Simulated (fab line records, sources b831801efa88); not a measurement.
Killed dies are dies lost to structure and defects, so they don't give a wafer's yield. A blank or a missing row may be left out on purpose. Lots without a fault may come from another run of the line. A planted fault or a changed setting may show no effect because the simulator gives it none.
fab line records | flow sfq_line
record lots=6 wafers=18 last_day=79
route steps=325 shown M3@122 I3@133
lots that met no fault: from a run of the same line without faults
start_h: hours from the record's first day to the start of the lot's first wafer shown | wait_h: hours since the lot's step before | " the same as in the row above | L1.1+2: a row that stands for several wafers | - no value, or no start given | * or withheld: withheld | < > ~ a bound
route shown NAME@n: a module of which the file shows steps, and the number in the route of the first | usual: mean/standard deviation of fault-free wafers | same: alike in all rows | chamber/n: place in a boat | sites: the reading at each site | _std_site: their standard deviation | _edge_site: outer sites' mean less inner sites' | radius_mm: how far each site lies from the wafer's centre | mask NAME#n: copy n | behind: the tool/chamber that last shaped the wafer | hold: why the lot was held/for how many hours/how that ended | device: the transistor (n, p or np) that didn't switch | end of line: the same wafers' tests at the end of the route | a step without rows: its recipe alone | killed: dies lost to structure and defects at the first sort, not the wafer's yield | map: a wafer's dies, x killed, . not, _ none there
set.NAME: the setting as run; set.NAME@STEP: as run at that earlier step | model.NAME: the simulator's own value behind a step, which no gauge read
lots at some steps of the route; a table a step, a row a wafer
services: from which hour (start_h, from the record's first day; less than 0 if before it) a tool's chamber was out of use, for how many hours, and why
## steps
# step SFQ_TRILAYER_M3_LITHO_COAT_080
# recipe resist=BARC spin_rpm=3000 resist_thk_nm=62
# step SFQ_TRILAYER_M3_LITHO_COAT_075
# recipe resist=KrF spin_rpm=3000 resist_thk_nm=600
# step SFQ_TRILAYER_M3_LITHO_SOFTBAKE_079
# recipe temp_c=withheld time_s=withheld resist=KrF
# step SFQ_TRILAYER_M3_LITHO_EXPOSE_076
# recipe mask_id=M3 na=0.6 source_shape=conventional sigma_outer=0.65 target_cd_nm=500 dose_mj=14.4
# step SFQ_TRILAYER_M3_LITHO_PEB_078
# recipe peb_temp_c=115 peb_time_s=60 resist=KrF
# step SFQ_TRILAYER_M3_LITHO_DEVELOP_077
# recipe time_s=60 resist=KrF
# step SFQ_M3_OVL_MEAS_921
# usual M3_OVL=1/4.5
# columns lot.wafer tool chamber start_h wait_h M3_OVL[nm]
L260.1 overlay-02 - 756.92 0.1 -7
L260.4 " - " " -3
L260.6 " - " " -3
L261.1 overlay-01 - 887.76 0.1 -9
L261.2 " - " " -1
L261.5 " - " " -7
L262.2 overlay-02 - 1001.94 0.1 3
L262.4 " - " " 9
L262.6 " - " " 4
L263.1 overlay-01 - 1009.13 0.1 1
L263.4 " - " " -4
L263.5 " - " " -3
L272.1 overlay-01 - 1101.66 0.1 -2
L272.3 " - " " -3
L272.5 " - " " -12
L273.1 overlay-01 - 1106.46 0.1 3
L273.5 " - " " 0
L273.6 " - " " 4
# step SFQ_TRILAYER_M3_BARC_OPEN_METAL_ETCH_100
# recipe mask_material=PR chemistry=O2 target_depth_nm=125 target=BARC icp_w=600 bias_w=80 pressure_mtorr=10 time_s=41.7
# usual drypump_motor_current_A=5.9/0.53 oes_product_au=0.685/0.0046
# same time_s=41.7
# columns lot.wafer tool chamber start_h wait_h drypump_motor_current_A oes_product_au rf_hours_counter_h
L260.1 rie_metal-03 0 756.95 0.0 6.3 0.684 77
L260.4 " 1 " " 6.5 0.676 -
L260.6 " 1 " " 6.4 0.688 -
L261.1 rie_metal-02 0 887.79 0.0 4.8 0.679 91
L261.2 " 1 " " 6.0 0.687 43
L261.5 " 0 " " 4.9 0.686 -
L262.2 rie_metal-01 0 1001.97 0.0 5.9 0.686 65
L262.4 " 0 " " 5.8 0.681 -
L262.6 " 1 " " 6.1 0.683 -
L263.1 rie_metal-01 0 1009.17 0.0 5.9 0.687 66
L263.4 " 0 " " 5.8 0.690 -
L263.5 " 0 " " 5.8 0.683 -
L272.1 rie_metal-02 1 1101.69 0.0 6.0 0.685 76
L272.3 " 0 " " 4.8 0.687 -
L272.5 " 0 " " 4.9 0.692 -
L273.1 rie_metal-03 0 1106.49 0.0 6.3 0.681 136
L273.5 " 0 " " 6.3 0.686 -
L273.6 " 1 " " 6.4 0.683 -
# step SFQ_TRILAYER_M3_ETCH_METAL_ETCH_078
# recipe target=Nb stop_on=SiO2 mask_material=PR chemistry=Cl2/Ar target_depth_nm=240 icp_w=600 bias_w=80 pressure_mtorr=10 time_s=120
# usual drypump_motor_current_A=5.9/0.53 oes_product_au=0.894/0.0068
# same time_s=120
# columns lot.wafer tool chamber start_h wait_h drypump_motor_current_A oes_product_au rf_hours_counter_h
L260.1 rie_metal-03 0 757.01 0.0 6.3 0.890 77
L260.4 " 1 " " 6.4 0.889 -
L260.6 " 1 " " 6.5 0.887 -
L261.1 rie_metal-02 0 887.85 0.0 4.8 0.895 91
L261.2 " 1 " " 6.0 0.904 43
L261.5 " 0 " " 4.8 0.897 -
L262.2 rie_metal-01 0 1002.03 0.0 5.9 0.887 65
L262.4 " 0 " " 5.8 0.887 -
L262.6 " 1 " " 6.1 0.882 -
L263.1 rie_metal-01 0 1009.23 0.0 5.8 0.896 66
L263.4 " 0 " " 5.8 0.898 -
L263.5 " 0 " " 5.9 0.888 -
L272.1 rie_metal-02 1 1101.75 0.0 6.0 0.887 76
L272.3 " 0 " " 4.8 0.892 -
L272.5 " 0 " " 4.8 0.879 -
L273.1 rie_metal-03 0 1106.55 0.0 6.3 0.891 136
L273.5 " 0 " " 6.3 0.894 -
L273.6 " 1 " " 6.5 0.899 -
# step SFQ_TRILAYER_M3_STRIP_STRIP_079
# recipe gas=O2 power_w=200 platen_temp_c=40 overash_fraction=0.65 chemistry=O2 pressure_mtorr=50
# usual drypump_motor_current_A=5.9/0.53 oes_product_au=0.999/0.0099
# columns lot.wafer tool chamber start_h wait_h drypump_motor_current_A oes_product_au rf_hours_counter_h
L260.1 rie_metal-03 0 757.14 0.1 6.3 0.994 77
L260.4 " 1 " " 6.4 1.001 -
L260.6 " 1 " " 6.4 1.002 -
L261.1 rie_metal-02 0 887.98 0.1 4.8 1.022 91
L261.2 " 1 " " 6.0 1.007 43
L261.5 " 0 " " 4.8 1.019 -
L262.2 rie_metal-01 0 1002.15 0.1 5.9 0.996 65
L262.4 " 0 " " 5.9 1.007 -
L262.6 " 1 " " 6.1 1.003 -
L263.1 rie_metal-01 0 1009.35 0.1 5.9 0.999 67
L263.4 " 0 " " 5.9 0.999 -
L263.5 " 0 " " 5.8 1.005 -
L272.1 rie_metal-02 1 1101.88 0.1 6.0 0.994 77
L272.3 " 0 " " 4.8 1.011 -
L272.5 " 0 " " 4.8 1.013 -
L273.1 rie_metal-03 0 1106.68 0.1 6.3 1.002 137
L273.5 " 0 " " 6.3 0.996 -
L273.6 " 1 " " 6.5 1.011 -
# step SFQ_TRILAYER_M3_STRIP_SOLV_CLEAN_080
# recipe chemistry=NMP temp_c=70 time_s=600
# step SFQ_TRILAYER_I3_DEP_PECVD_081
# recipe material=SiO2 temp_c=150 time_s=111.11 pressure_torr=2.4 rf_w=183.3 precursor=SiH4/N2O target_thk_nm=500
# usual heater_power_w=86/22 throttle_valve_pct=24.6/1.7
# same time_s=111.11
# columns lot.wafer tool chamber start_h wait_h heater_power_w throttle_valve_pct
L260.1 pecvd-04 0 757.91 0.0 54 24.7
L260.4 " 0 " " 55 24.7
L260.6 " 2 " " 109 23.8
L261.1 pecvd-01 1 888.75 0.0 93 25.9
L261.2 " 0 " " 89 25.3
L261.5 " 2 " " 69 24.6
L262.2 pecvd-01 1 1002.93 0.0 83 26.2
L262.4 " 1 " " 88 26.3
L262.6 " 2 " " 78 25.1
L263.1 pecvd-04 0 1010.13 0.0 63 23.0
L263.4 " 0 " " 65 22.9
L263.5 " 2 " " 106 22.7
L272.1 pecvd-04 2 1102.67 0.0 96 22.6
L272.3 " 1 " " 106 23.3
L272.5 " 1 " " 113 23.6
L273.1 pecvd-03 1 1107.45 0.0 89 25.8
L273.5 " 2 " " 77 29.2
L273.6 " 0 " " 55 23.8
# step SFQ_TRILAYER_I3_CMP_CMP_082
# recipe material=SiO2 down_force_psi=3 platen_rpm=60 pad_velocity_m_s=0.94248
# usual motor_current_A=10.1/0.95 time_to_endpoint_s=212/8.3
# columns lot.wafer tool chamber start_h wait_h motor_current_A time_to_endpoint_s
L260.4 cmp-01 0 759.79 1.8 10.4 209
L260.1 " 3 761.29 3.3 10.2 219
L260.6 " 1 762.29 4.3 11.5 209
L261.1 cmp-02 2 929.19 40.4 10.0 212
L261.2 " 0 930.19 41.4 9.8 212
L261.5 " 3 931.69 42.9 10.0 221
L262.2 cmp-01 0 1050.83 47.9 10.4 204
L262.4 " 1 " " 11.7 218
L262.6 " 1 1053.33 50.3 11.8 214
L263.4 cmp-01 2 1059.83 49.6 9.6 215
L263.1 " 3 " " 9.6 222
L263.5 " 2 1061.83 51.6 9.6 215
L272.1 cmp-02 3 1126.35 23.6 10.1 121
L272.3 " 2 1127.85 25.1 10.0 119
L272.5 " 3 " " 9.5 222
L273.1 cmp-02 1 1133.85 26.4 9.0 122
L273.5 " 2 " " 10.6 207
L273.6 " 3 " " 9.7 120
# step SFQ_I3_BOW_MEAS_922
# recipe mode=bow
# usual I3_BOW=4/7.7
# columns lot.wafer tool chamber start_h wait_h I3_BOW[um]
L260.1 film_metro-04 - 762.79 1.0 21
L260.4 " - " " 3
L260.6 " - " " 6
L261.1 film_metro-04 - 932.19 2.5 3
L261.2 " - " " 2
L261.5 " - " " 6
L262.2 film_metro-04 - 1053.85 2.5 11
L262.4 " - " " 2
L262.6 " - " " 6
L263.1 film_metro-04 - 1062.83 2.0 7
L263.4 " - " " 0
L263.5 " - " " 13
L272.1 film_metro-04 - 1129.35 2.5 -5
L272.3 " - " " -8
L272.5 " - " " -2
L273.1 film_metro-03 - 1135.35 1.0 -6
L273.5 " - " " 4
L273.6 " - " " 2
## services
# columns tool chamber start_h hours kind
rie_metal-01 1 745.96 3.2 repair
cmp-02 - 751.39 4.0 pm
cmp-02 - 752.36 1.3 repair
cmp-02 - 768.57 3.7 repair
rie_metal-02 - 775.70 2.8 pm
cmp-02 - 778.22 11.9 pm
rie_metal-01 1 784.84 14.5 repair
pecvd-04 - 786.80 2.8 pm
cmp-02 - 795.61 0.3 repair
cmp-02 - 795.78 1.2 repair
cmp-01 - 797.77 0.5 repair
cmp-02 - 799.14 0.8 repair
cmp-01 - 819.79 6.0 pm
pecvd-04 2 821.76 5.4 repair
cmp-02 - 838.76 0.2 repair
rie_metal-02 - 870.95 2.7 repair
cmp-01 - 915.79 4.0 pm
pecvd-04 - 933.25 14.0 pm
cmp-02 - 954.38 4.6 repair
cmp-01 - 972.14 0.5 repair
cmp-02 - 990.67 1.8 repair
rie_metal-02 - 1019.71 1.3 repair
rie_metal-01 - 1082.09 14.6 pm
rie_metal-03 1 1107.29 2.8 repair
## key
first_sign step=SFQ_TRILAYER_I3_CMP_CMP_082 reading=time_to_endpoint_s direction=down sigmas=11 usual=* struck=*
effect none on later readings
met_at SFQ_TRILAYER_I3_CMP_CMP_082
struck_wafers L272.1,L272.3,L273.1,L273.6
onset_between 929.19 1126.35
fault kind=process_parameter_drift tool=cmp-02 chamber=- onset_h=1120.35 steps=SFQ_TRILAYER_I3_CMP_CMP_082 channel=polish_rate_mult offset=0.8 shape=step end_h=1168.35 scope=struck_wafers_only
